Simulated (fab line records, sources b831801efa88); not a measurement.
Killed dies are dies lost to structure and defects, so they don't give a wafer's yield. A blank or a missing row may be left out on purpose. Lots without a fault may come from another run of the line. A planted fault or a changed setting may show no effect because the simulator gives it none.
A struck lot beside a sound one | flow sfq_line | 17 steps out of a route of 325
Sound: wafers L628.1, L628.3, L628.6. Struck: wafers L633.1, L633.3, L633.4. The cause comes at the end.
At each step with rows: each side's tool, then ch and its chambers, then its first start. Under that, the readings that differ: sound wafers | struck wafers | difference of the means | sigmas: that difference in standard deviations of wafers without a fault.
alike: readings whose means differ by less than 2 such deviations, and words and numbers that are the same on both sides. not compared: withheld readings, readings that some wafer has no value for, bounds like >300 that may hide the same value, and numbers for which the record gives no deviation and whose values overlap.
The two part at a step that has a row with sigmas, a row that says differs or no value, or rows on one side only. Numbers that don't overlap but have no deviation are shown without sigmas and don't part them. A reading that every wafer of one side lacks parts them only if that side has two wafers or more.

first, 4 steps without rows for these wafers: SFQ_TRILAYER_L0_LITHO_SOFTBAKE_009; SFQ_TRILAYER_L0_LITHO_EXPOSE_006 (exposes mask L0, target cd 2000 nm); SFQ_TRILAYER_L0_LITHO_PEB_008 (peb time 60 s); SFQ_TRILAYER_L0_LITHO_DEVELOP_007 (time 60 s).
SFQ_TRILAYER_L0_BARC_OPEN_METAL_ETCH_010: etches BARC in O2, target depth 125 nm, time 41.7 s.
  sound on rie_metal-02 ch 0,1, day 4 11:47; struck on rie_metal-04 ch 0,1, day 5 14:55
  reading                     | sound       | struck      | difference | sigmas
  drypump_motor_current_A (A) | 4.7 5.4 5.4 | 6.2 6.1 5.7 | +0.8       | +2
  alike: chamber_pressure_mTorr, oes_product_au
  not compared: rf_hours_counter_h
SFQ_TRILAYER_L0_ETCH_METAL_ETCH_008: etches MoNx KI in SF6/O2, stops on SiO2, target depth 50 nm, time 25 s.
  sound on rie_metal-02 ch 0,1, day 4 11:51; struck on rie_metal-04 ch 0,1, day 5 14:58
  reading                     | sound       | struck      | difference | sigmas
  drypump_motor_current_A (A) | 4.7 5.4 5.4 | 6.1 6.1 5.6 | +0.8       | +2
  alike: chamber_pressure_mTorr, oes_product_au
  not compared: rf_hours_counter_h
SFQ_TRILAYER_L0_STRIP_STRIP_009: strips in O2.
  sound on rie_metal-02 ch 0,1, day 4 11:54; struck on rie_metal-04 ch 0,1, day 5 15:01
  reading                     | sound       | struck      | difference | sigmas
  drypump_motor_current_A (A) | 4.7 5.4 5.4 | 6.1 6.1 5.7 | +0.8       | +2
  alike: chamber_pressure_mTorr, oes_product_au
  not compared: rf_hours_counter_h
then, 1 step without rows for these wafers: SFQ_TRILAYER_L0_STRIP_SOLV_CLEAN_010 (cleans in NMP, time 600 s).
SFQ_TRILAYER_L0_CAP_PECVD_011: deposits SiO2 from SiH4/N2O, time 13.333 s, target thk 60 nm.
  sound on pecvd-04 ch 0,1,2, day 4 12:40; struck on pecvd-01 ch 0,1, day 5 15:47
  alike: chamber_pressure_Torr, heater_power_w, susceptor_temp_C, throttle_valve_pct
then, 3 steps without rows for these wafers: SFQ_TRILAYER_L0_VIA_LITHO_COAT_018 (resist thk 62 nm); SFQ_TRILAYER_L0_VIA_LITHO_COAT_013 (resist thk 650 nm); SFQ_TRILAYER_L0_VIA_LITHO_SOFTBAKE_017.
SFQ_TRILAYER_L0_VIA_LITHO_EXPOSE_014: exposes mask L0V, target cd 700 nm.
  sound on krf_scanner-02 ch 0, day 6 09:01; struck on krf_scanner-02 ch 0, day 7 11:25
  reading                     | sound             | struck            | difference | sigmas
  model.L0V.overlay_x_nm (nm) | 2.461 2.461 2.461 | 170.5 170.5 170.5 | +168.0     |
  alike: mask
then, 2 steps without rows for these wafers: SFQ_TRILAYER_L0_VIA_LITHO_PEB_016 (peb time 60 s); SFQ_TRILAYER_L0_VIA_LITHO_DEVELOP_015 (time 60 s).
SFQ_L0V_OVL_MEAS_903:
  sound on overlay-02, day 6 10:31; struck on overlay-01, day 7 12:55
  reading      | sound | struck      | difference | sigmas
  L0V_OVL (nm) | 1 0 0 | 177 172 168 | +172       | +36
SFQ_TRILAYER_L0_VIA_BARC_OPEN_VIA_ETCH_021: etches BARC in O2, target depth 125 nm, time 41.7 s.
  sound on rie_diel-03 ch 0,2, day 6 10:33; struck on rie_diel-03 ch 1,2,3, day 7 12:57
  alike: chamber_pressure_mTorr, drypump_motor_current_A, oes_product_au
  not compared: rf_hours_counter_h

WHERE THEY PART
First at SFQ_TRILAYER_L0_BARC_OPEN_METAL_ETCH_010; last, within this record, at SFQ_L0V_OVL_MEAS_903. Later steps at which nothing parts them and some readings are alike: SFQ_TRILAYER_L0_VIA_BARC_OPEN_VIA_ETCH_021.

WHY: what the simulator had put in
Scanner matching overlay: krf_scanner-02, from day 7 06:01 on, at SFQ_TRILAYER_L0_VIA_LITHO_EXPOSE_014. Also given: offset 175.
